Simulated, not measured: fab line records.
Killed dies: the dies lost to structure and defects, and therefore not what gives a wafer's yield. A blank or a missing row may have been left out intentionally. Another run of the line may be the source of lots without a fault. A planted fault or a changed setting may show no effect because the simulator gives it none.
Problem report in the 8D (eight disciplines) form, filled by code || flow sky130 || the parts of the form that need people (team, actions taken, sign-off) are left out

## 1. WHAT WENT WRONG
SONOS_ONO_CVD_02_THK at SKY_SONOS_ONO_THK_MEAS_03 reads a mean of 15.36 nm on 3 wafers of 1 lot; wafers without a fault read 10.97 nm with a standard deviation of 0.17. Measured from the usual mean, that is +26 standard deviations.
First seen on wafer L121.2, day 16 01:26, on film-metro-02. At this step, 39 wafers from 13 lots have a number in the record. Rule for "out" (also "out of limits"): further than 4 standard deviations from the usual mean. All remaining wafers that have a number are taken as sound.

## 2. WHAT THIS IS AND IS NOT
{"question": "which readings at this step", "is": "SONOS_ONO_CVD_02_THK", "is not": "-"}
{"question": "which lots", "is": "L121", "is not": "L108, L110, L111, L112, L113, L114, L115, L116, L117, L118, L130, L131"}
{"question": "which wafers of those lots", "is": "all that have a number", "is not": "-"}
{"question": "read on which gauges", "is": "film-metro-02", "is not": "film-metro-01, film-metro-03"}
{"question": "when", "is": "from day 16 01:26", "is not": "up to then (30 sound wafers); but 6 sound wafers of L130, L131 came after"}

## 3. SUSPECTS, AND WHAT RULES EACH OUT
Counting: any tool at a process step up to the reading is kept as a suspect provided that every lot that is out went through it and no sound lot did after the first of them.
- the gauge at SKY_SONOS_ONO_THK_MEAS_03: kept. All the wafers that are out were read on film-metro-02, and no step on other tools shows them out.
- lpcvd-02 at SKY_SONOS_ONO_CVD_02 (deposits Si3N4 from DCS/NH3, target thk 10.5 nm, time 188 s): ruled out as a lasting fault. The sound lots L130, L131 went through it after L121, its earliest lot that is out (day 16 00:22).
Left after counting: film-metro-02 at SKY_SONOS_ONO_THK_MEAS_03.

## 4. THE CAUSE (what the simulator had put in)
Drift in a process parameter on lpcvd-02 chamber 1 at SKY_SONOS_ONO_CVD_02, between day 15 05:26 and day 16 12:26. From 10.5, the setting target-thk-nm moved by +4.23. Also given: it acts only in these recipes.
The count ruled it out by mistake, since the rule takes a fault to strike every lot its tool runs from the start of the fault on, and this one did not do so.

## 5. THE CHAIN OF EFFECTS, in route order
Each row: a reading where the mean over the struck wafers with a number is more than 3 standard deviations away from the usual. Only readings whose record carries a usual standard deviation are examined. hours: median over the lots of the time between each lot's start at the first step of this table that gives one and its start at this step. sigmas: the change, counted in usual standard deviations.
{"hours": 0, "step": "SKY_SONOS_ONO_THK_MEAS_03", "reading": "SONOS_ONO_CVD_02_THK", "usual": "10.97 nm", "on struck wafers": 15.36, "change": "+4.39", "sigmas": "+26"}
Later measuring or inspecting steps at which every struck wafer that the step has a row for has a number for every such reading, and none has moved that far: SKY_SONOS_ONO_THK_MEAS_05, SKY_GATE_OXIDE_OVL_MEAS_10.

## 6. HOW IT WOULD HAVE BEEN CAUGHT EARLIER
20 hours passed between the start of the fault at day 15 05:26 and the first reading out of limits at a measuring or inspecting step in this record, taken at day 16 01:26.
An alarm limit of 4 standard deviations would not have fired on the tool readings at SKY_SONOS_ONO_CVD_02 for which the record gives a usual standard deviation, since none of them was out on any struck wafer.
